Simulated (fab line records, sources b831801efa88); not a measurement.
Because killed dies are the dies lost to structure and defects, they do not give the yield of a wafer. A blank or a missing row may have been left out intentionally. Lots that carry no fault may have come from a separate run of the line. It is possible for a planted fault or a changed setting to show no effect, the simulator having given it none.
fab line records    flow sky130
record lots=11  wafers=33  lastDay=50
route steps=708 shown VIA2@527 METAL3@534 CAPM@544 PAD_OPEN@708
lots untouched by any fault: they come from a run of this same line in which no faults occurred
startH: start of the lot's first displayed wafer, in hours after the record's first day    waitH: hours from the lot's prior step to this one    " as in the row above    L1.1+2: several wafers, shown together as one row    - either no value or no given start    * or withheld: withheld    < > ~ a bound
route shown NAME@n: NAME is a module with steps in the file, n the number in the route of the first one    usual: mean/standard deviation taken from wafers without a fault    same: alike in all rows    chamber/n: place in a boat    sites: the reading at each site    _std_site: their standard deviation    _edge_site: the outer-site mean with the inner-site mean subtracted    radiusMm: for every site, how far away it sits from the centre of the wafer    mask NAME#n: copy n    behind: the last tool/chamber to shape the wafer    hold: why the lot went on hold/how many hours it stayed there/how the hold came to an end    device: the n, p or np transistor that did not switch    end of line: at the end of the route, the tests of the same wafers    where a step has no rows: the recipe by itself    killed: dies that structure and defects cost at the first sort, which is not the same as the wafer's yield    map: the dies of a wafer, with x for killed, . for not killed, _ for no die there
set.NAME: the setting the step ran with; set.NAME@STEP: the setting that earlier step ran with    model.NAME: the simulator's own value behind a step, which no gauge read
one table for each step of the route and one row for each wafer, over a sample of lots
services: from which hour (startH, from the record's first day; less than 0 if before it) a tool's chamber was out of use, for how many hours, and why
## steps
# step SKY_VIA2_SPUTTER_20
# recipe material=TiN  targetThkNm=20  chamberPressurePa=5  powerW=4000  timeS=80
# usual throttleValvePct=30.0/1.2
lot.wafer  tool           chamber  startH   waitH  throttleValvePct
L960.2     pvdSputter-02  -        842.71   0.0    32.2
L960.3     "              -        "        "      30.5
L960.5     "              -        "        "      32.1
L962.1     pvdSputter-01  -        856.55   0.0    31.2
L962.4     "              -        "        "      29.5
L962.5     "              -        "        "      29.5
L969.1     pvdSputter-01  -        914.61   0.0    31.1
L969.4     "              -        "        "      29.4
L969.5     "              -        "        "      29.6
L970.2     pvdSputter-02  -        926.05   0.0    32.4
L970.4     "              -        "        "      31.9
L970.5     "              -        "        "      30.2
L971.3     pvdSputter-02  -        927.11   0.0    32.0
L971.4     "              -        "        "      32.1
L971.5     "              -        "        "      30.4
L972.1     pvdSputter-01  -        939.16   0.0    29.6
L972.2     "              -        "        "      31.1
L972.4     "              -        "        "      30.9
L973.4     pvdSputter-02  -        944.36   0.0    30.7
L973.5     "              -        "        "      32.0
L973.6     "              -        "        "      28.6
L975.2     pvdSputter-02  -        950.26   0.0    32.1
L975.4     "              -        "        "      30.6
L975.5     "              -        "        "      30.7
L977.1     pvdSputter-01  -        965.80   0.0    31.1
L977.3     "              -        "        "      29.6
L977.5     "              -        "        "      29.2
L980.1     pvdSputter-01  -        1008.63  0.0    29.7
L980.4     "              -        "        "      29.0
L980.5     "              -        "        "      29.2
L983.2     pvdSputter-04  -        1012.55  0.0    29.0
L983.3     "              -        "        "      29.9
L983.5     "              -        "        "      29.2
# step SKY_METAL3_SPUTTER_02
# recipe material=AlCu  targetThkNm=735  powerW=10600  timeS=39.1  chamberPressurePa=0.4
# usual throttleValvePct=29.9/1.1
lot.wafer  tool           chamber  startH   waitH  throttleValvePct
L960.2     pvdSputter-01  -        843.51   0.0    29.3
L960.3     "              -        "        "      31.1
L960.5     "              -        "        "      30.9
L962.1     pvdSputter-02  -        857.27   0.0    30.6
L962.4     "              -        "        "      30.2
L962.5     "              -        "        "      32.0
L969.1     pvdSputter-01  -        915.33   0.0    29.5
L969.4     "              -        "        "      29.1
L969.5     "              -        "        "      30.9
L970.2     pvdSputter-01  -        926.77   0.0    29.7
L970.4     "              -        "        "      31.0
L970.5     "              -        "        "      29.3
L971.3     pvdSputter-01  -        927.83   0.0    29.2
L971.4     "              -        "        "      31.3
L971.5     "              -        "        "      29.0
L972.1     pvdSputter-03  -        939.88   0.0    29.9
L972.2     "              -        "        "      29.4
L972.4     "              -        "        "      30.3
L973.4     pvdSputter-03  -        945.07   0.0    27.7
L973.5     "              -        "        "      29.6
L973.6     "              -        "        "      28.0
L975.2     pvdSputter-01  -        950.98   0.0    31.0
L975.4     "              -        "        "      30.7
L975.5     "              -        "        "      31.2
L977.1     pvdSputter-02  -        966.52   0.0    28.3
L977.3     "              -        "        "      32.0
L977.5     "              -        "        "      30.5
L980.1     pvdSputter-03  -        1009.35  0.0    29.6
L980.4     "              -        "        "      29.5
L980.5     "              -        "        "      30.3
L983.2     pvdSputter-01  -        1013.40  0.0    31.1
L983.3     "              -        "        "      29.3
L983.5     "              -        "        "      31.4
# step SKY_CAPM_COAT_07
# recipe resist=NOVOLAK  spinRpm=3000  resistThkNm=1140
# usual spinSpeedRpm=3000.3/2.1
lot.wafer  tool           chamber  startH   waitH  spinSpeedRpm
L960.2     lithoTrack-04  0        856.39   0.1    2999.9
L960.3     "              0        "        "      3002.1
L960.5     "              0        "        "      2999.3
L962.1     lithoTrack-01  0        870.12   0.1    2999.1
L962.4     "              0        "        "      2999.7
L962.5     "              0        "        "      2999.2
L969.1     lithoTrack-01  0        927.82   0.1    3000.3
L969.4     "              0        "        "      3002.2
L969.5     "              0        "        "      2999.8
L970.2     lithoTrack-04  0        939.09   0.1    2999.7
L970.4     "              0        "        "      3001.9
L970.5     "              0        "        "      3002.1
L971.3     lithoTrack-01  0        940.52   0.1    2998.3
L971.4     "              0        "        "      3001.6
L971.5     "              0        "        "      3001.0
L972.1     lithoTrack-01  0        952.12   0.1    3001.3
L972.2     "              0        "        "      3002.2
L972.4     "              0        "        "      3001.7
L973.4     lithoTrack-01  0        957.39   0.1    3082.1
L973.5     "              0        "        "      3085.7
L973.6     "              0        "        "      3082.1
L975.2     lithoTrack-01  0        963.04   0.1    3084.3
L975.4     "              0        "        "      3083.3
L975.5     "              0        "        "      3083.2
L977.1     lithoTrack-02  0        978.31   0.1    3000.1
L977.3     "              0        "        "      3000.3
L977.5     "              0        "        "      3004.1
L980.1     lithoTrack-04  0        1020.66  0.1    2999.8
L980.4     "              0        "        "      2999.2
L980.5     "              0        "        "      3001.6
L983.2     lithoTrack-04  0        1024.74  0.1    2998.7
L983.3     "              0        "        "      2999.0
L983.5     "              0        "        "      2998.4
# step SKY_CAPM_METAL_ETCH_13
# recipe targetDepthNm=220  stopOn=SiO2  chemistry=Cl2/BCl3  target=TiN  pressureMtorr=10  icpW=900  biasW=48.5  Cl2_flow_sccm=60  bcl3FlowSccm=30  timeS=62.9
# usual drypumpMotorCurrentA=5.80/0.29  oesProductAu=0.943/0.0089  throttleValvePct=21.900/0.0096
lot.wafer  tool         chamber  startH   waitH  drypumpMotorCurrentA  oesProductAu  rfHoursCounterH  throttleValvePct
L960.2     rieMetal-04  0        869.35   0.0    6.17                  0.940         10               21.907
L960.3     "            1        "        "      5.53                  0.936         -                21.893
L960.5     "            1        "        "      5.54                  0.932         -                21.911
L962.1     rieMetal-03  1        883.16   0.0    5.79                  0.938         16               21.888
L962.4     "            1        "        "      5.79                  0.947         -                21.903
L962.5     "            0        "        "      5.40                  0.935         -                21.909
L969.1     rieMetal-02  0        940.65   0.0    5.69                  0.957         2                21.870
L969.4     "            0        "        "      5.70                  0.962         -                21.895
L969.5     "            0        "        "      5.74                  0.950         -                21.880
L970.2     rieMetal-03  0        951.28   0.0    5.39                  0.944         -                21.898
L970.4     "            0        "        "      5.39                  0.944         -                21.884
L970.5     "            0        "        "      5.39                  0.945         -                21.888
L971.3     rieMetal-02  0        952.92   0.0    5.67                  0.954         -                21.903
L971.4     "            1        "        "      6.17                  0.960         -                21.897
L971.5     "            0        "        "      5.66                  0.953         -                21.887
L972.1     rieMetal-04  1        964.60   0.0    5.54                  0.943         11               21.916
L972.2     "            0        "        "      6.18                  0.936         15               21.898
L972.4     "            1        "        "      5.57                  0.941         -                21.886
L973.4     rieMetal-03  0        969.12   0.0    5.39                  0.951         -                21.919
L973.5     "            1        "        "      5.74                  0.944         -                21.897
L973.6     "            0        "        "      5.39                  0.941         -                21.911
L975.2     rieMetal-04  1        975.15   0.0    5.54                  0.943         12               21.901
L975.4     "            0        "        "      6.19                  0.962         -                21.877
L975.5     "            1        "        "      5.52                  0.960         -                21.880
L977.1     rieMetal-03  1        990.16   0.0    5.76                  0.940         2                21.897
L977.3     "            1        "        "      5.77                  0.952         -                21.906
L977.5     "            1        "        "      5.76                  0.944         -                21.893
L980.1     rieMetal-04  0        1032.66  0.0    6.16                  0.942         18               21.903
L980.4     "            0        "        "      6.17                  0.939         -                21.903
L980.5     "            1        "        "      5.55                  0.950         -                21.883
L983.2     rieMetal-04  1        1035.50  0.0    5.55                  0.930         16               21.897
L983.3     "            0        "        "      6.17                  0.932         -                21.908
L983.5     "            1        "        "      5.57                  0.929         -                21.914
# step SKY_CAPM_STRIP_14
# recipe chemistry=O2/N2  powerW=1400  pressureMtorr=1500  platenTempC=withheld  o2FlowSccm=3000  n2FlowSccm=300  overashFraction=0.5
# usual drypumpMotorCurrentA=5.7/0.5  oesProductAu=0.711/0.0051  stripTimeToEndpointS=12.66/0.051
lot.wafer  tool            chamber  startH   waitH  drypumpMotorCurrentA  oesProductAu  rfHoursCounterH  stripTimeToEndpointS
L960.2     plasmaAsher-04  1        869.42   0.1    5.4                   0.713         105              12.74
L960.3     "               1        "        "      5.4                   0.714         -                12.71
L960.5     "               0        "        "      6.6                   0.714         -                12.69
L962.1     plasmaAsher-02  0        883.23   0.1    5.7                   0.710         14               12.61
L962.4     "               0        "        "      5.7                   0.709         -                12.59
L962.5     "               0        "        "      5.8                   0.709         -                12.70
L969.1     plasmaAsher-02  1        940.73   0.1    5.8                   0.717         21               12.54
L969.4     "               0        "        "      5.7                   0.720         -                12.55
L969.5     "               0        "        "      5.7                   0.714         -                12.60
L970.2     plasmaAsher-01  1        951.41   0.1    5.0                   0.716         52               12.71
L970.4     "               1        "        "      5.0                   0.705         -                12.67
L970.5     "               0        "        "      5.7                   0.709         -                12.66
L971.3     plasmaAsher-04  0        953.01   0.1    6.7                   0.707         -                12.62
L971.4     "               1        "        "      5.4                   0.706         -                12.65
L971.5     "               0        "        "      6.6                   0.717         -                12.65
L972.1     plasmaAsher-01  1        964.68   0.1    5.0                   0.706         53               12.68
L972.2     "               0        "        "      5.7                   0.722         53               12.65
L972.4     "               0        "        "      5.7                   0.712         -                12.69
L973.4     plasmaAsher-04  0        969.21   0.1    6.6                   0.709         -                12.47
L973.5     "               0        "        "      6.6                   0.710         -                12.51
L973.6     "               1        "        "      5.4                   0.722         -                12.44
L975.2     plasmaAsher-04  0        975.23   0.1    6.6                   0.703         115              12.51
L975.4     "               0        "        "      6.6                   0.703         -                12.51
L975.5     "               1        "        "      5.4                   0.714         -                12.50
L977.1     plasmaAsher-02  0        990.31   0.1    5.7                   0.711         26               12.71
L977.3     "               0        "        "      5.7                   0.707         -                12.70
L977.5     "               0        "        "      5.7                   0.715         -                12.72
L980.1     plasmaAsher-01  1        1032.73  0.1    5.0                   0.707         60               12.70
L980.4     "               0        "        "      5.7                   0.706         -                12.75
L980.5     "               0        "        "      5.7                   0.703         -                12.68
L983.2     plasmaAsher-01  0        1035.58  0.1    5.7                   0.712         60               12.65
L983.3     "               0        "        "      5.7                   0.701         -                12.67
L983.5     "               0        "        "      5.7                   0.710         -                12.63
# step SKY_PAD_OPEN_PROBE_99
# usual defectLimitedYield=82.5/1.9  killed_at_M0_to_M3=43/6.6  killed_at_M4_up=3.0/1.8  killedAtContacts=24/5.1  killedAtFrontEnd=16/4.5  killedAtOther=0.3/0.67  killedDies=86/9.3  killedOpen=47/6.9  killedShort=39/6.6  sort_bin_3_pad_short=0.9/0.41  sort_bin_5_function=10.4/1.4  sort_bin_6_memory=6.2/1.1  sortNPass=406/9.3  sortYieldPct=82.5/1.9
# same grossDies=492  killedAtBackSide=0  sort_bin_4_leakage[%]=0  sort_bin_8_speed[%]=0
lot.wafer  tool       chamber  startH   waitH  defectLimitedYield[%]  killed_at_M0_to_M3  killed_at_M4_up  killedAtContacts  killedAtFrontEnd  killedAtOther  killedDies  killedOpen  killedShort  sort_bin_3_pad_short[%]  sort_bin_5_function[%]  sort_bin_6_memory[%]  sortNPass  sortYieldPct[%]
L962.1     prober-02  -        1081.23  0.1    83.3                   44                  5                25                8                 0              82          54          26           0.4                      10.0                    6.3                   410        83.3
L962.4     prober-02  -        1081.38  0.2    84.1                   40                  2                17                19                0              78          38          38           1.6                      9.6                     4.7                   414        84.1
L962.5     prober-02  -        1081.43  0.2    82.7                   46                  3                20                15                1              85          47          38           0.4                      11.0                    5.9                   407        82.7
L971.3     prober-01  -        1137.45  0.2    81.9                   54                  2                20                13                0              89          49          40           1.6                      9.3                     7.1                   403        81.9
L971.4     prober-01  -        1137.50  0.2    83.7                   44                  2                23                11                0              80          48          31           0.4                      9.1                     6.7                   412        83.7
L972.1     prober-02  -        1147.89  0.1    82.3                   51                  3                19                14                0              87          38          49           0.4                      9.8                     7.5                   405        82.3
L972.2     prober-02  -        1147.94  0.1    84.1                   43                  5                22                8                 0              78          45          33           1.2                      8.9                     5.7                   414        84.1
L972.4     prober-02  -        1148.04  0.2    83.7                   44                  2                23                11                0              80          51          28           1.0                      9.6                     5.7                   412        83.7
L973.4     prober-01  -        1149.54  0.2    79.9                   49                  4                28                18                0              99          45          54           1.4                      12.0                    6.7                   393        79.9
L973.5     prober-01  -        1149.59  0.2    84.3                   38                  2                21                16                0              77          43          34           0.8                      8.5                     6.3                   415        84.3
L973.6     prober-01  -        1149.64  0.2    82.7                   39                  3                22                21                0              85          44          41           0.6                      10.8                    5.9                   407        82.7
L975.2     prober-01  -        1155.43  0.1    78.7                   43                  3                36                22                1              105         66          38           2.2                      11.8                    7.3                   387        78.7
L975.4     prober-01  -        1155.53  0.2    77.6                   52                  3                25                30                0              110         56          54           0.8                      12.0                    9.6                   382        77.6
L975.5     prober-01  -        1155.58  0.2    80.7                   46                  0                24                25                0              95          43          52           1.2                      11.8                    6.3                   397        80.7
# killed by level:class
L962.1 CONTACT:geometricParticle:open=10 VIA2:geometricParticle:open=9 VIA3:geometricParticle:open=9 VIA1:geometricParticle:open=8 LI_CONTACT:geometricParticle:open=6 LOCAL_INTERCONNECT:geometricParticle:short=6 FIELD_ISO:geometricParticle:open=3 VIA1:geometricParticle:short=3
L962.4 VIA1:geometricParticle:open=8 FIELD_ISO:geometricParticle:short=7 VIA3:geometricParticle:open=6 FIELD_ISO:geometricParticle:open=5 LI_CONTACT:geometricParticle:open=5 VIA2:geometricParticle:open=5 VIA3:geometricParticle:short=5 CONTACT:geometricParticle:open=4
L962.5 VIA1:geometricParticle:open=16 METAL1:geometricParticle:short=8 LI_CONTACT:geometricParticle:open=7 VIA2:geometricParticle:open=6 FIELD_ISO:geometricParticle:open=5 CONTACT:geometricParticle:open=5 METAL2:geometricParticle:short=5 FIELD_ISO:geometricParticle:short=3
L971.3 CONTACT:geometricParticle:open=12 VIA1:geometricParticle:open=11 VIA2:geometricParticle:open=11 METAL2:geometricParticle:short=8 VIA1:geometricParticle:short=7 VIA3:geometricParticle:open=6 FIELD_ISO:geometricParticle:short=4 LI_CONTACT:geometricParticle:short=3
L971.4 CONTACT:geometricParticle:open=11 VIA1:geometricParticle:open=10 METAL2:geometricParticle:short=9 VIA2:geometricParticle:open=9 LI_CONTACT:geometricParticle:open=7 FIELD_ISO:geometricParticle:open=3 LI_CONTACT:geometricParticle:short=3 VIA2:geometricParticle:short=3
L972.1 VIA1:geometricParticle:open=14 CONTACT:geometricParticle:open=9 METAL2:geometricParticle:short=8 VIA1:geometricParticle:short=7 POLY_GATE:geometricParticle:short=6 METAL1:geometricParticle:short=6 VIA3:geometricParticle:open=5 CONTACT:geometricParticle:short=5
L972.2 VIA1:geometricParticle:open=13 METAL2:geometricParticle:short=9 LI_CONTACT:geometricParticle:open=8 CONTACT:geometricParticle:open=8 VIA3:geometricParticle:open=5 METAL4:geometricParticle:short=4 FIELD_ISO:geometricParticle:short=3 POLY_GATE:geometricParticle:short=3
L972.4 VIA1:geometricParticle:open=13 CONTACT:geometricParticle:open=11 LI_CONTACT:geometricParticle:open=8 METAL1:geometricParticle:short=7 VIA3:geometricParticle:open=7 METAL2:geometricParticle:short=5 VIA2:geometricParticle:open=3 VIA1:geometricParticle:short=3
L973.4 CONTACT:geometricParticle:open=12 METAL2:geometricParticle:short=8 VIA2:geometricParticle:open=8 FIELD_ISO:geometricParticle:short=7 VIA2:geometricParticle:short=7 METAL1:geometricParticle:short=6 VIA1:geometricParticle:open=6 LI_CONTACT:geometricParticle:open=5
L973.5 CONTACT:geometricParticle:open=8 VIA2:geometricParticle:open=8 VIA3:geometricParticle:open=7 POLY_GATE:geometricParticle:short=6 VIA2:geometricParticle:short=6 CONTACT:geometricParticle:short=5 POLY_GATE:geometricParticle:open=4 LI_CONTACT:geometricParticle:open=4
L973.6 VIA1:geometricParticle:open=9 POLY_GATE:geometricParticle:open=6 CONTACT:geometricParticle:open=6 VIA2:geometricParticle:short=6 FIELD_ISO:geometricParticle:open=5 POLY_GATE:geometricParticle:short=5 METAL2:geometricParticle:short=5 VIA3:geometricParticle:open=5
L975.2 CONTACT:geometricParticle:open=14 VIA1:geometricParticle:open=11 LI_CONTACT:geometricParticle:open=8 CONTACT:geometricParticle:short=8 METAL2:geometricParticle:short=7 VIA3:geometricParticle:open=7 POLY_GATE:geometricParticle:open=6 VIA2:geometricParticle:open=6
L975.4 VIA1:geometricParticle:open=12 FIELD_ISO:geometricParticle:short=8 POLY_GATE:geometricParticle:short=8 CONTACT:geometricParticle:open=8 VIA3:geometricParticle:open=8 LOCAL_INTERCONNECT:geometricParticle:short=6 VIA2:geometricParticle:open=6 POLY_GATE:geometricParticle:open=5
L975.5 METAL2:geometricParticle:short=10 CONTACT:geometricParticle:open=10 METAL1:geometricParticle:short=8 FIELD_ISO:geometricParticle:short=7 FIELD_ISO:geometricParticle:open=7 VIA3:geometricParticle:open=7 LI_CONTACT:geometricParticle:open=6 METAL3:geometricParticle:short=6
## services
tool            chamber  startH   hours  kind
plasmaAsher-01  -        819.43   2.3    repair
pvdSputter-03   -        821.30   1.0    repair
pvdSputter-03   -        844.45   10.9   repair
pvdSputter-04   -        848.05   0.5    repair
pvdSputter-01   -        880.90   1.8    repair
pvdSputter-04   -        885.90   6.6    repair
pvdSputter-01   -        893.30   2.2    repair
pvdSputter-02   -        897.00   0.5    repair
plasmaAsher-04  -        903.55   5.6    repair
pvdSputter-02   3        915.11   -      consumableReplace:kit
pvdSputter-02   3        915.11   18.0   scheduledDown
pvdSputter-02   3        915.11   18.0   ventCycle
rieMetal-02     -        929.75   0.3    repair
rieMetal-02     1        929.97   4.8    repair
pvdSputter-02   -        935.76   6.9    repair
pvdSputter-02   -        952.41   2.5    repair
rieMetal-03     -        960.53   1.6    repair
pvdSputter-04   -        964.62   3.7    repair
rieMetal-04     -        981.72   2.8    pm
plasmaAsher-04  -        983.88   2.8    pm
rieMetal-03     0        986.94   14.2   repair
rieMetal-04     0        990.01   12.4   repair
pvdSputter-04   -        1014.41  4.7    repair
pvdSputter-01   -        1029.06  4.6    repair
## key
firstSign step=SKY_CAPM_COAT_07  reading=spinSpeedRpm  direction=up  sigmas=40  usual=3000.3  struck=3083.4
effect step=SKY_CAPM_STRIP_14  reading=stripTimeToEndpointS  direction=down  sigmas=3.3  usual=*  struck=*
metAt SKY_CAPM_COAT_07
struckLots L973,L975
notActingAt SKY_VIA2_SPUTTER_20,SKY_METAL3_SPUTTER_02,SKY_CAPM_METAL_ETCH_13
onsetBetween 952.12 957.39
fault kind=processParameterDrift  tool=lithoTrack-01  chamber=-  onsetH=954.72  steps=SKY_CAPM_COAT_07  channel=spinRpm  offset=82.213  shape=step  endH=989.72  actsIn=theseRecipesOnly  stated=3000
